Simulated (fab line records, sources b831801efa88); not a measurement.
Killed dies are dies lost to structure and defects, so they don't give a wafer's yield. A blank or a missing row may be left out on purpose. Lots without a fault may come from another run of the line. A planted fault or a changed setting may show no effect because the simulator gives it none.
Which tool did it? | flow sky130 | 24 lots, 72 wafers sampled, at 4 steps of a route of 708

WHAT THE GAUGES READ, wafer by wafer
SKY_SD_N_TW_MEAS_12.
lot  | measured     | on            | SD_N_TW
L074 | day 27 16:37 | film_metro-01 | 3926 3916 3927
L075 | day 27 20:20 | film_metro-03 | 4010 3996 4015
L076 | day 28 01:08 | film_metro-03 | 4008 4001 4007
L079 | day 30 03:55 | film_metro-01 | 3925 3930 3922
L077 | day 30 06:23 | film_metro-01 | 3896 3875 3908
L078 | day 30 07:46 | film_metro-01 | 3929 3911 3900
L081 | day 30 08:59 | film_metro-03 | 3987 4001 3992
L080 | day 30 10:53 | film_metro-03 | 4017 4027 4028
L082 | day 30 17:59 | film_metro-01 | 3893 3916 3907
L083 | day 32 04:20 | film_metro-01 | 3932 3938 3968
L084 | day 32 04:38 | film_metro-03 | 4032 4012 3997
L086 | day 32 06:47 | film_metro-03 | 4012 4001 4001
L085 | day 32 08:52 | film_metro-01 | 3960 3966 3942
L087 | day 32 09:15 | film_metro-01 | 3961 3948 3950
L089 | day 32 15:35 | film_metro-01 | 3927 3940 3940
L088 | day 32 16:32 | film_metro-03 | 4016 4030 4008
L090 | day 33 02:55 | film_metro-01 | 3964 3975 3946
L091 | day 33 06:47 | film_metro-01 | 3949 3962 3956
L092 | day 33 16:55 | film_metro-03 | 3972 3978 3973
L094 | day 34 04:59 | film_metro-01 | 3946 3934 3907
L093 | day 34 08:07 | film_metro-01 | 3907 3908 3915
L095 | day 34 09:43 | film_metro-03 | 3979 3966 3957
L096 | day 35 00:37 | film_metro-01 | 3908 3901 3904
L097 | day 35 02:22 | film_metro-04 | 3967 3996 3992

SKY_LI_CONTACT_BOW_MEAS_03.
lot  | measured     | on            | LI_CONTACT_BOW (um)
L074 | day 27 17:46 | film_metro-03 | 60 53 59
L075 | day 27 21:29 | film_metro-03 | 53 58 55
L076 | day 28 02:16 | film_metro-04 | 59 56 50
L079 | day 30 05:13 | film_metro-03 | 57 58 63
L077 | day 30 07:33 | film_metro-04 | 56 55 47
L078 | day 30 08:53 | film_metro-04 | 56 62 66
L081 | day 30 10:28 | film_metro-03 | 48 50 44
L080 | day 30 12:01 | film_metro-01 | 55 57 61
L082 | day 30 19:07 | film_metro-03 | 65 65 55
L083 | day 32 05:31 | film_metro-04 | 56 52 78
L084 | day 32 05:50 | film_metro-01 | 57 55 52
L086 | day 32 07:55 | film_metro-04 | 56 64 64
L085 | day 32 09:59 | film_metro-01 | 48 58 51
L087 | day 32 10:25 | film_metro-04 | 58 65 58
L089 | day 32 16:43 | film_metro-04 | 58 46 58
L088 | day 32 17:40 | film_metro-01 | 56 51 59
L090 | day 33 04:02 | film_metro-01 | 43 61 59
L091 | day 33 07:55 | film_metro-04 | 48 61 49
L092 | day 33 18:02 | film_metro-04 | 53 45 62
L094 | day 34 06:08 | film_metro-03 | 54 63 59
L093 | day 34 09:16 | film_metro-03 | 46 49 52
L095 | day 34 10:50 | film_metro-01 | 63 57 63
L096 | day 35 01:45 | film_metro-01 | 55 58 44
L097 | day 35 03:29 | film_metro-01 | 61 57 51

SKY_LOCAL_INTERCONNECT_OVL_MEAS_12.
lot  | measured     | on         | LOCAL_INTERCONNECT_OVL (nm)
L074 | day 30 05:51 | overlay-02 | 8 11 7
L075 | day 30 08:54 | overlay-02 | -5 -3 2
L076 | day 30 18:48 | overlay-02 | 1 1 -1
L079 | day 32 13:17 | overlay-01 | 12 7 2
L077 | day 32 16:57 | overlay-01 | -2 7 -1
L078 | day 32 17:32 | overlay-02 | 11 -1 4
L081 | day 32 17:54 | overlay-01 | 1 6 6
L080 | day 32 19:47 | overlay-02 | 13 23 17
L082 | day 33 03:00 | overlay-02 | 2 6 4
L083 | day 34 12:21 | overlay-02 | 6 3 5
L084 | day 34 13:19 | overlay-01 | 7 4 11
L086 | day 34 15:50 | overlay-01 | 11 4 10
L085 | day 34 17:59 | overlay-01 | 10 10 8
L087 | day 34 18:20 | overlay-01 | 9 14 7
L089 | day 35 00:50 | overlay-01 | 1 3 0
L088 | day 35 01:30 | overlay-01 | 8 1 3
L090 | day 35 11:29 | overlay-01 | -7 3 -6
L091 | day 35 15:26 | overlay-02 | 6 9 13
L092 | day 36 00:44 | overlay-02 | 18 11 12
L094 | day 36 12:16 | overlay-02 | 10 2 2
L093 | day 36 16:26 | overlay-02 | 4 5 6
L095 | day 36 18:05 | overlay-02 | -2 5 4
L096 | day 37 09:03 | overlay-01 | 14 12 8
L097 | day 37 09:53 | overlay-01 | 7 12 25

WHICH TOOL RAN EACH LOT (tool, then ch and the chambers of the sampled wafers, then the start)
lot  | SKY_LDD_LDN_STRIP_12
L074 | plasma_asher-04 ch 0,1, day 22 16:11
L075 | plasma_asher-04 ch 0,1, day 22 19:38
L076 | plasma_asher-03 ch 0,1, day 23 02:50
L079 | plasma_asher-03 ch 0,1, day 25 04:26
L077 | plasma_asher-02 ch 0,1, day 25 07:24
L078 | plasma_asher-04 ch 0,1, day 25 07:42
L081 | plasma_asher-02 ch 0,1, day 25 10:59
L080 | plasma_asher-04 ch 0,1, day 25 12:15
L082 | plasma_asher-04 ch 0,1, day 25 20:30
L083 | plasma_asher-04 ch 0,1, day 27 09:38
L084 | plasma_asher-04 ch 0,1, day 27 10:32
L086 | plasma_asher-02 ch 0,1, day 27 11:10
L085 | plasma_asher-04 ch 0,1, day 27 12:42
L087 | plasma_asher-02 ch 0,1, day 27 14:56
L089 | plasma_asher-02 ch 0, day 27 20:45
L088 | plasma_asher-04 ch 1, day 27 21:59
L090 | plasma_asher-03 ch 0,1, day 28 10:24
L091 | plasma_asher-04 ch 0,1, day 28 13:56
L092 | plasma_asher-02 ch 0,1, day 29 00:51
L094 | plasma_asher-03 ch 0,1, day 29 13:29
L093 | plasma_asher-03 ch 0,1, day 29 16:37
L095 | plasma_asher-02 ch 0,1, day 29 18:00
L096 | plasma_asher-02 ch 0,1, day 30 11:11
L097 | plasma_asher-04 ch 0,1, day 30 11:20
- SKY_LDD_LDN_STRIP_12: strips in O2/N2.

WHAT THE TOOLS THEMSELVES READ (means of the sampled wafers that have a number; where no wafer has one, the mark that the record gives instead)
SKY_LDD_LDN_STRIP_12.
lot  | tool            | drypump_motor_current_A (A) | o2_flow_sccm (sccm) | oes_product_au (a.u.) | strip_time_to_endpoint_s (s)
L074 | plasma_asher-04 | 5.9                         | 2998                | 0.712                 | 14.18
L075 | plasma_asher-04 | 5.8                         | 3002                | 0.712                 | 14.28
L076 | plasma_asher-03 | 6.3                         | 3012                | 0.711                 | 14.24
L079 | plasma_asher-03 | 6.0                         | 2997                | 0.718                 | 14.23
L077 | plasma_asher-02 | 5.2                         | 3005                | 0.713                 | 14.19
L078 | plasma_asher-04 | 5.9                         | 3000                | 0.715                 | 14.26
L081 | plasma_asher-02 | 5.2                         | 3004                | 0.716                 | 14.19
L080 | plasma_asher-04 | 5.5                         | 3000                | 0.718                 | 14.21
L082 | plasma_asher-04 | 5.9                         | 3003                | 0.718                 | 14.15
L083 | plasma_asher-04 | 5.5                         | 3008                | 0.719                 | 14.20
L084 | plasma_asher-04 | 5.5                         | 3004                | 0.715                 | 14.18
L086 | plasma_asher-02 | 5.2                         | 3005                | 0.722                 | 14.18
L085 | plasma_asher-04 | 5.5                         | 3010                | 0.716                 | 14.15
L087 | plasma_asher-02 | 5.2                         | 2998                | 0.716                 | 14.18
L089 | plasma_asher-02 | 5.0                         | 2998                | 0.714                 | 14.20
L088 | plasma_asher-04 | 5.2                         | 3009                | 0.713                 | 14.16
L090 | plasma_asher-03 | 6.3                         | 3001                | 0.712                 | 14.21
L091 | plasma_asher-04 | 5.9                         | 2989                | 0.718                 | 14.18
L092 | plasma_asher-02 | 5.2                         | 2994                | 0.712                 | 14.21
L094 | plasma_asher-03 | 6.0                         | 3004                | 0.717                 | 14.24
L093 | plasma_asher-03 | 6.0                         | 2993                | 0.715                 | 14.23
L095 | plasma_asher-02 | 5.2                         | 3010                | 0.720                 | 14.19
L096 | plasma_asher-02 | 5.2                         | 2995                | 0.719                 | 14.14
L097 | plasma_asher-04 | 5.5                         | 3002                | 0.714                 | 14.22

THE ANSWER, worked out from the rows above alone
Rule: what is usual is taken from the lots themselves. Put in order of their means at a reading, lots are off if they are a third of the lots or fewer, leave a main group of 4 or more, and stand apart from it by a gap of 3 or more times the standard deviation of the main group's means; of several such gaps the widest counts. A main group whose means are all the same, to the digits that the tables above print for the reading, isn't used. A lot without any number at a reading at which 4 lots or more have one is off too. The other lots that the step has rows for count as sound. The gauges are gone through in route order, then the tools' own readings, and for those a lot's mean is taken as printed above. The first step at which some lot is off is used, and at that step the reading that is off furthest; a lot without a number counts as furthest.
No lot is off at any reading shown: from this, nothing can be told.

WHAT THE SIMULATOR HAD PUT IN
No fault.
